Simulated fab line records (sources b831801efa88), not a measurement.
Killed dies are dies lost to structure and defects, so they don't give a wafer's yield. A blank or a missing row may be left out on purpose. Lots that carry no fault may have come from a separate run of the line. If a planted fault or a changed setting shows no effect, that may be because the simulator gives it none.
fab line records	flow sky130
record lots=14	wafers=42	last_day=49
route steps=708 shown RES_XHIGH@338 CONTACT@421 VIA1@470
lots that met no fault: taken from a fault-free run of the same line
start_h: hours from the record's opening day to when the first of the lot's shown wafers began	wait_h: time in hours since the lot's previous step	" the same as in the row above	L1.1+2: a row that stands for several wafers	- no value, or no start given	* or withheld: withheld	< > ~ a bound
route shown NAME@n: a module of which the file shows steps, and the number in the route of the first	usual: mean/standard deviation of fault-free wafers	same: alike in all rows	chamber/n: place in a boat	sites: each site's reading	_std_site: standard deviation of those values	_edge_site: the outer-site mean with the inner-site mean subtracted	radius_mm: for every site, how far away it sits from the centre of the wafer	mask NAME#n: copy n	behind: the most recent tool/chamber to have shaped the wafer	hold: cause of the lot's hold/its duration in hours/its outcome	device: the transistor (n, p or np) that didn't switch	end of line: tests of these same wafers at the route's end	step lacking rows: just its recipe	killed: at the first sort, the dies lost to defects and structure; wafer yield is something else	map: per-die view of a wafer (x killed, . not killed, _ where there is no die)
set.NAME: the run value of the setting; set.NAME@STEP: its run value at that earlier step	model.NAME: the simulator's own value behind a step, which no gauge read
a sample of lots followed through the steps of the route, with each step as a table and each wafer as a row
services: when a tool's chamber went out of use (start_h, in hours from the record's first day, below 0 if earlier), for how many hours, and the reason
## steps
# step SKY_RES_XHIGH_DEVELOP_06
# recipe resist=NOVOLAK	developer=TMAH	develop_time_s=60	dev_temp_c=23
lot.wafer	tool	chamber	start_h	wait_h
L853.2+3+6	litho_track-02	0	622.36	0.1
L852.1+3+6	litho_track-02	0	622.93	0.1
L854.1+3+4	litho_track-03	0	635.80	0.1
L855.1+4+5	litho_track-02	0	641.38	0.1
L856.2+3+5	litho_track-03	0	673.68	0.1
L858.1+4+5	litho_track-01	0	677.72	0.1
L860.2+3+5	litho_track-01	0	684.10	0.1
L861.2+5+6	litho_track-02	0	694.61	0.1
L862.1+2+5	litho_track-01	0	702.97	0.1
L863.1+5+6	litho_track-02	0	708.18	0.1
L864.1+2+6	litho_track-01	0	718.17	0.1
L866.2+3+5	litho_track-03	0	733.28	0.1
L872.1+5+6	litho_track-02	0	781.09	0.1
L871.1+2+6	litho_track-02	0	781.74	0.1
# step SKY_RES_XHIGH_TW_MEAS_09
# usual RES_XHIGH_TW=1640/8.6
lot.wafer	tool	chamber	start_h	wait_h	RES_XHIGH_TW
L853.2	film_metro-03	-	622.74	0.1	1626
L853.3	"	-	"	"	1645
L853.6	"	-	"	"	1626
L852.1	film_metro-02	-	623.33	0.1	1645
L852.3	"	-	"	"	1640
L852.6	"	-	"	"	1643
L854.1	film_metro-01	-	636.20	0.1	1646
L854.3	"	-	"	"	1645
L854.4	"	-	"	"	1650
L855.1	film_metro-01	-	641.78	0.1	1651
L855.4	"	-	"	"	1653
L855.5	"	-	"	"	1648
L856.2	film_metro-02	-	674.06	0.1	1654
L856.3	"	-	"	"	1641
L856.5	"	-	"	"	1640
L858.1	film_metro-01	-	678.12	0.1	1639
L858.4	"	-	"	"	1650
L858.5	"	-	"	"	1638
L860.2	film_metro-02	-	684.48	0.1	1641
L860.3	"	-	"	"	1647
L860.5	"	-	"	"	1636
L861.2	film_metro-03	-	694.99	0.1	1634
L861.5	"	-	"	"	1628
L861.6	"	-	"	"	1633
L862.1	film_metro-03	-	703.37	0.1	1636
L862.2	"	-	"	"	1629
L862.5	"	-	"	"	1631
L863.1	film_metro-02	-	708.58	0.1	1656
L863.5	"	-	"	"	1637
L863.6	"	-	"	"	1636
L864.1	film_metro-03	-	718.57	0.1	1630
L864.2	"	-	"	"	1629
L864.6	"	-	"	"	1632
L866.2	film_metro-02	-	733.66	0.1	1634
L866.3	"	-	"	"	1639
L866.5	"	-	"	"	1631
L872.1	film_metro-03	-	781.49	0.1	30
L872.5	"	-	"	"	30
L872.6	"	-	"	"	30
L871.1	film_metro-01	-	782.14	0.1	30
L871.2	"	-	"	"	30
L871.6	"	-	"	"	31
# step SKY_CONTACT_OVL_MEAS_15
# usual CONTACT_OVL=-4/5
lot.wafer	tool	chamber	start_h	wait_h	CONTACT_OVL[nm]
L853.2	overlay-01	-	739.06	0.1	1
L853.3	"	-	"	"	-3
L853.6	"	-	"	"	-4
L852.1	overlay-02	-	740.59	0.1	-9
L852.3	"	-	"	"	-8
L852.6	"	-	"	"	-11
L854.1	overlay-01	-	753.49	0.1	-9
L854.3	"	-	"	"	-4
L854.4	"	-	"	"	-9
L855.1	overlay-01	-	759.26	0.1	-1
L855.4	"	-	"	"	5
L855.5	"	-	"	"	-2
L856.2	overlay-02	-	788.78	0.1	0
L856.3	"	-	"	"	3
L856.5	"	-	"	"	4
L858.1	overlay-01	-	793.59	0.1	-2
L858.4	"	-	"	"	-6
L858.5	"	-	"	"	-2
L860.2	overlay-02	-	798.08	0.1	-8
L860.3	"	-	"	"	-8
L860.5	"	-	"	"	-4
L861.2	overlay-02	-	807.63	0.1	-9
L861.5	"	-	"	"	-6
L861.6	"	-	"	"	-7
L862.1	overlay-01	-	815.74	0.1	-8
L862.2	"	-	"	"	5
L862.5	"	-	"	"	-2
L863.1	overlay-01	-	823.17	0.1	-15
L863.5	"	-	"	"	-14
L863.6	"	-	"	"	-13
L864.1	overlay-01	-	832.22	0.1	-4
L864.2	"	-	"	"	-4
L864.6	"	-	"	"	-3
L866.2	overlay-02	-	846.38	0.1	-10
L866.3	"	-	"	"	-9
L866.5	"	-	"	"	-13
L872.1	overlay-02	-	889.91	0.1	-5
L872.5	"	-	"	"	-7
L872.6	"	-	"	"	-1
L871.1	overlay-02	-	891.22	0.1	-2
L871.2	"	-	"	"	-1
L871.6	"	-	"	"	2
# step SKY_CONTACT_STRIP_19
# recipe chemistry=O2/N2	power_w=1400	pressure_mtorr=1500	platen_temp_c=withheld	o2_flow_sccm=3000	n2_flow_sccm=300	overash_fraction=0.5
# usual drypump_motor_current_A=5.5/0.44	oes_product_au=0.380/0.0047	strip_time_to_endpoint_s=3.608/0.023
lot.wafer	tool	chamber	start_h	wait_h	drypump_motor_current_A	oes_product_au	rf_hours_counter_h	strip_time_to_endpoint_s
L853.2	plasma_asher-02	1	739.22	-	5.3	0.382	63	3.604
L853.3	"	0	"	"	5.7	0.384	-	3.604
L853.6	"	1	"	"	5.3	0.389	-	3.618
L852.1	plasma_asher-03	1	740.76	-	5.9	0.382	91	3.635
L852.3	"	0	"	"	4.9	0.383	-	3.642
L852.6	"	0	"	"	4.9	0.384	-	3.663
L854.1	plasma_asher-01	1	753.66	-	6.0	0.380	33	3.621
L854.3	"	0	"	"	6.5	0.375	-	3.595
L854.4	"	1	"	"	6.1	0.378	-	3.628
L855.1	plasma_asher-02	1	759.42	-	5.4	0.382	65	3.597
L855.4	"	1	"	"	5.4	0.382	-	3.597
L855.5	"	1	"	"	5.3	0.379	-	3.600
L856.2	plasma_asher-02	1	788.94	-	5.3	0.377	68	3.634
L856.3	"	0	"	"	5.6	0.381	-	3.648
L856.5	"	1	"	"	5.3	0.384	-	3.649
L858.1	plasma_asher-03	1	793.76	-	5.9	0.382	96	3.601
L858.4	"	1	"	"	5.9	0.370	-	3.595
L858.5	"	1	"	"	5.9	0.379	-	3.623
L860.2	plasma_asher-03	1	798.24	-	5.9	0.382	97	3.579
L860.3	"	1	"	"	5.9	0.380	-	3.605
L860.5	"	0	"	"	4.9	0.382	-	3.601
L861.2	plasma_asher-03	0	807.79	-	4.9	0.379	98	3.639
L861.5	"	0	"	"	4.9	0.384	-	3.624
L861.6	"	1	"	"	5.9	0.382	-	3.581
L862.1	plasma_asher-02	0	815.91	-	5.6	0.384	72	3.588
L862.2	"	1	"	"	5.3	0.379	72	3.581
L862.5	"	0	"	"	5.6	0.378	-	3.573
L863.1	plasma_asher-03	0	823.41	-	4.9	0.386	100	3.609
L863.5	"	1	"	"	5.9	0.372	-	3.577
L863.6	"	0	"	"	4.9	0.384	-	3.630
L864.1	plasma_asher-03	1	832.39	-	5.9	0.381	100	3.629
L864.2	"	0	"	"	4.9	0.383	100	3.598
L864.6	"	1	"	"	5.9	0.374	-	3.593
L866.2	plasma_asher-02	0	846.54	-	5.6	0.372	75	3.589
L866.3	"	1	"	"	5.3	0.378	-	3.628
L866.5	"	1	"	"	5.3	0.382	-	3.638
L872.1	plasma_asher-03	1	890.07	-	5.9	0.381	106	3.625
L872.5	"	1	"	"	5.9	0.384	-	3.585
L872.6	"	0	"	"	4.9	0.378	-	3.619
L871.1	plasma_asher-03	0	891.39	-	4.9	0.379	106	3.608
L871.2	"	1	"	"	5.9	0.385	106	3.603
L871.6	"	1	"	"	5.9	0.375	-	3.610
# step SKY_VIA1_CD_MEAS_12
# recipe target_cd_nm=150
# usual cd_nm=150.4/1.9
lot.wafer	tool	chamber	start_h	wait_h	cd_nm
L853.2	cd_sem-02	-	795.56	-	153.9
L853.3	"	-	"	"	152.5
L853.6	"	-	"	"	154.1
L852.1	cd_sem-02	-	797.64	-	146.3
L852.3	"	-	"	"	148.2
L852.6	"	-	"	"	146.0
L854.1	cd_sem-02	-	809.95	-	150.5
L854.3	"	-	"	"	149.4
L854.4	"	-	"	"	150.7
L855.1	cd_sem-02	-	815.50	-	147.7
L855.4	"	-	"	"	150.2
L855.5	"	-	"	"	149.2
L856.2	cd_sem-01	-	845.21	-	151.9
L856.3	"	-	"	"	151.4
L856.5	"	-	"	"	152.3
L858.1	cd_sem-02	-	849.05	-	150.9
L858.4	"	-	"	"	151.3
L858.5	"	-	"	"	151.7
L860.2	cd_sem-01	-	854.25	-	149.0
L860.3	"	-	"	"	150.1
L860.5	"	-	"	"	148.7
L861.2	cd_sem-02	-	863.21	-	152.9
L861.5	"	-	"	"	152.5
L861.6	"	-	"	"	151.8
L862.1	cd_sem-01	-	871.04	-	152.2
L862.2	"	-	"	"	154.0
L862.5	"	-	"	"	152.3
L863.1	cd_sem-02	-	877.70	-	149.8
L863.5	"	-	"	"	148.7
L863.6	"	-	"	"	148.3
L864.1	cd_sem-01	-	885.45	-	150.2
L864.2	"	-	"	"	150.6
L864.6	"	-	"	"	151.4
L866.2	cd_sem-02	-	901.48	-	151.6
L866.3	"	-	"	"	151.2
L866.5	"	-	"	"	151.6
L872.1	cd_sem-02	-	943.09	-	149.0
L872.5	"	-	"	"	150.2
L872.6	"	-	"	"	149.7
L871.1	cd_sem-02	-	944.00	-	153.9
L871.2	"	-	"	"	152.2
L871.6	"	-	"	"	153.6
## services
tool	chamber	start_h	hours	kind
plasma_asher-01	-	716.31	1.6	repair
plasma_asher-03	-	777.19	2.8	pm
plasma_asher-01	-	783.80	28.1	pm
plasma_asher-03	-	826.17	1.5	repair
plasma_asher-01	-	884.35	15.6	pm
## key
first_sign step=SKY_RES_XHIGH_TW_MEAS_09	reading=RES_XHIGH_TW	direction=down	sigmas=99+	usual=1640	struck=30
effect none on later readings
met_at SKY_RES_XHIGH_DEVELOP_06
struck_lots L871,L872
sort_left_out L871.1,L871.2,L871.6,L872.1,L872.5,L872.6
tester_left_out L871,L872
not_acting_at SKY_CONTACT_OVL_MEAS_15,SKY_CONTACT_STRIP_19,SKY_VIA1_CD_MEAS_12
onset_between 708.18 781.09
also_fits time
fault kind=process_parameter_drift	tool=litho_track-02	chamber=-	onset_h=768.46	steps=SKY_RES_XHIGH_DEVELOP_06	channel=develop_time_s	offset=*	shape=step	end_h=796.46	acts_in=*	stated=*
# tester_left_out: of these lots the tester's yield and bins aren't shown, on N5 and GAA mostly nor the transistor test; their killed dies are dies lost to structure and defects alone, not to doping, threshold or leakage, so they don't give the yield
# sort_left_out: the simulated sort isn't trusted on such a fault, so these wafers' sort isn't shown, and their yield isn't known
